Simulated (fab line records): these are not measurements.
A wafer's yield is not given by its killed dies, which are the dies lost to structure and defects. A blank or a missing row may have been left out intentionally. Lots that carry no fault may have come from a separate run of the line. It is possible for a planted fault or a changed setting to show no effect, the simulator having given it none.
2 desks, one fault	flow sky130	only its own numbers are on each desk; what lay behind them is given at the end

== FOR THE TOOL OWNER'S DESK: pvd sputter-03 ==
At SKY_LI_CONTACT_SPUTTER_20 (material TiN, target thk 20 nm, time 80 s) the tool's own readings: per lot run on this tool, the mean of the sampled wafers that have a number. Any lot whose mean is over 4 standard deviations away from the usual mean is out of limits and marked OUT; that distance is given in the brackets.
Columns: A = throttle valve pct at SKY_LI_CONTACT_SPUTTER_20, usual 29.9 %
lot	first seen here	A
L145	day 29 23:46	30.2
L148	day 30 23:07	30.6
This desk's verdict: no lot among the 2 shows anything out of limits.

== THE METROLOGY DESK ==
What the gauges read, lot by lot, whatever tool the lot ran on: means of the sampled wafers that have a number. Any lot whose mean is over 4 standard deviations away from the usual mean is out of limits and marked OUT; that distance is given in the brackets. It has 13 readings; the 7 that lie furthest out on some lot are the ones shown.
Columns: A = cd nm at SKY_LI_CONTACT_CD_MEAS_12, usual 170.3 nm; B = LI_CONTACT_OVL at SKY_LI_CONTACT_OVL_MEAS_13, usual 1 nm; C = LOCAL_INTERCONNECT_TIN_RS at SKY_LOCAL_INTERCONNECT_RS_MEAS_01, usual 14.19 ohm/sq; D = LOCAL_INTERCONNECT_TIN_THK at SKY_LOCAL_INTERCONNECT_THK_MEAS_02, usual 99.9 nm; E = cd nm at SKY_LOCAL_INTERCONNECT_CD_MEAS_11, usual 169.9 nm; F = LOCAL_INTERCONNECT_OVL at SKY_LOCAL_INTERCONNECT_OVL_MEAS_12, usual 2 nm; G = CONTACT_CVD_00_THK at SKY_CONTACT_THK_MEAS_01, usual 75.4 nm
lot	first seen here	A	B	C	D	E	F	G
L145	day 29 23:08	171.6	5	14.44	98.3	172.3	-1	76.7
L146	day 30 10:04	172.0	8	14.04	100.8	170.5	4	76.8
L148	day 30 22:28	168.1	-0	13.92	101.8	167.8	-8	76.3
L158	day 34 16:34	171.4	5	14.12	99.4	170.7	5	75.0
L162	day 35 18:46	169.3	2	14.32	98.0	170.3	5	74.1
This desk's verdict: no lot among the 5 shows anything out of limits.

== PUT TOGETHER ==
The desk of the tool owner found nothing out of limits.
From the metrology desk's view, nothing was out of limits.

== WHAT WAS PUT IN BY THE SIMULATOR ==
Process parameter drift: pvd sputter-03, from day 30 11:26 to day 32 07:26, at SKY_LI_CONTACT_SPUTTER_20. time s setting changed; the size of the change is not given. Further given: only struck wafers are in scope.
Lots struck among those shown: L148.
